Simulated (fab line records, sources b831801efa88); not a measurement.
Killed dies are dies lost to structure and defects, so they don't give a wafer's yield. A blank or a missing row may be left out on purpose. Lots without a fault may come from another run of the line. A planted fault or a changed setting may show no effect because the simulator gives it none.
A struck lot beside a sound one | flow sky130 | 17 steps out of a route of 708
Sound: wafers L530.1, L530.2, L530.3. Struck: wafer L538.1. (L538.3, L538.6 of the same lot were not struck and are left out.) The cause comes at the end.
At each step with rows: each side's tool, then ch and its chambers, then its first start. Under that, the readings that differ: sound wafers | struck wafers | difference of the means | sigmas: that difference in standard deviations of wafers without a fault.
alike: readings whose means differ by less than 2 such deviations, and words and numbers that are the same on both sides. not compared: withheld readings, readings that some wafer has no value for, bounds like >300 that may hide the same value, and numbers for which the record gives no deviation and whose values overlap.
The two part at a step that has a row with sigmas, a row that says differs or no value, or rows on one side only. Numbers that don't overlap but have no deviation are shown without sigmas and don't part them. A reading that every wafer of one side lacks parts them only if that side has two wafers or more.

SKY_LDD_HVN_OVL_MEAS_07:
  sound on overlay-01, day 22 06:32; struck on overlay-01, day 25 07:05
  alike: LDD_HVN_OVL
then, 1 step without rows for these wafers: SKY_LDD_HVN_IMPLANT_08.
SKY_LDD_HVN_STRIP_09: strips in O2/N2.
  sound on plasma_asher-02 ch 0,1, day 22 06:43; struck on plasma_asher-04 ch 1, day 25 07:16
  reading                      | sound             | struck | difference | sigmas
  strip_time_to_endpoint_s (s) | 4.162 4.144 4.129 | 4.110  | -0.035     | -2
  alike: drypump_motor_current_A, oes_product_au
  not compared: rf_hours_counter_h
SKY_LDD_HVN_TW_MEAS_10:
  sound on film_metro-02, day 22 06:49; struck on film_metro-01, day 25 07:22
  alike: LDD_HVN_TW
then, 7 steps without rows for these wafers: SKY_LDD_HVP_DEHYDRATE_00 (time 60 s); SKY_LDD_HVP_HMDS_01 (prime time 60 s); SKY_LDD_HVP_COAT_02 (resist thk 300 nm); SKY_LDD_HVP_SOFTBAKE_03 (time 60 s); SKY_LDD_HVP_EXPOSE_04 (exposes mask HVPTM, target cd 700 nm); SKY_LDD_HVP_PEB_05; SKY_LDD_HVP_DEVELOP_06 (develop time 60 s).
SKY_LDD_HVP_OVL_MEAS_07:
  sound on overlay-02, day 23 12:55; struck on overlay-02, day 26 12:29
  alike: LDD_HVP_OVL
SKY_LDD_HVP_IMPLANT_08:
  sound on implanter-01 ch 0, day 23 12:57; struck on implanter-02 ch 0, day 26 12:31
SKY_LDD_HVP_STRIP_09: strips in O2/N2.
  sound on plasma_asher-04 ch 0,1, day 23 13:06; struck on plasma_asher-01 ch 1, day 26 12:40
  reading                      | sound             | struck | difference | sigmas
  strip_time_to_endpoint_s (s) | 4.122 4.107 4.110 | 4.149  | +0.036     | +2
  alike: drypump_motor_current_A, oes_product_au
  not compared: rf_hours_counter_h
SKY_LDD_HVP_TW_MEAS_10:
  sound on film_metro-03, day 23 13:12; struck on film_metro-03, day 26 12:46
  reading    | sound       | struck | difference | sigmas
  LDD_HVP_TW | 459 456 457 | 446    | -11        | -3
then, 1 step without rows for these wafers: SKY_LDD_LDN_DEHYDRATE_00 (time 60 s).
-- the record jumps here: 22 days lie between the struck wafers' starts before and after (it left off in module LDD_LDN and takes up again in module PAD_OPEN, whose first step shown is number 708 of the route) --
SKY_PAD_OPEN_PROBE_99:
  sound on prober-01, day 46 19:47; struck on prober-02, day 48 22:48
  reading                                        | sound              | struck | difference | sigmas
  model.etest.tip_p_5v.rs_ohm_sq                 | 2860 2874 2852     | 3206   | +344       |
  model.etest.tip_p_5v.rs_ohm_sq_range           | 60.03 83.17 101    | 325.6  | +244.2     |
  model.etest.tip_p_5v.rs_ohm_sq_rim_less_centre | 36.65 -6.566 23.76 | -136.9 | -154.8     |
  alike: killed_at_M0_to_M3, killed_at_M4_up, killed_at_contacts, killed_at_front_end, killed_at_other, killed_dies, killed_open, killed_short

WHERE THEY PART
First at SKY_LDD_HVN_STRIP_09; last, within this record, at SKY_LDD_HVP_TW_MEAS_10. Later steps at which nothing parts them and some readings are alike: SKY_PAD_OPEN_PROBE_99.

WHY: what the simulator had put in
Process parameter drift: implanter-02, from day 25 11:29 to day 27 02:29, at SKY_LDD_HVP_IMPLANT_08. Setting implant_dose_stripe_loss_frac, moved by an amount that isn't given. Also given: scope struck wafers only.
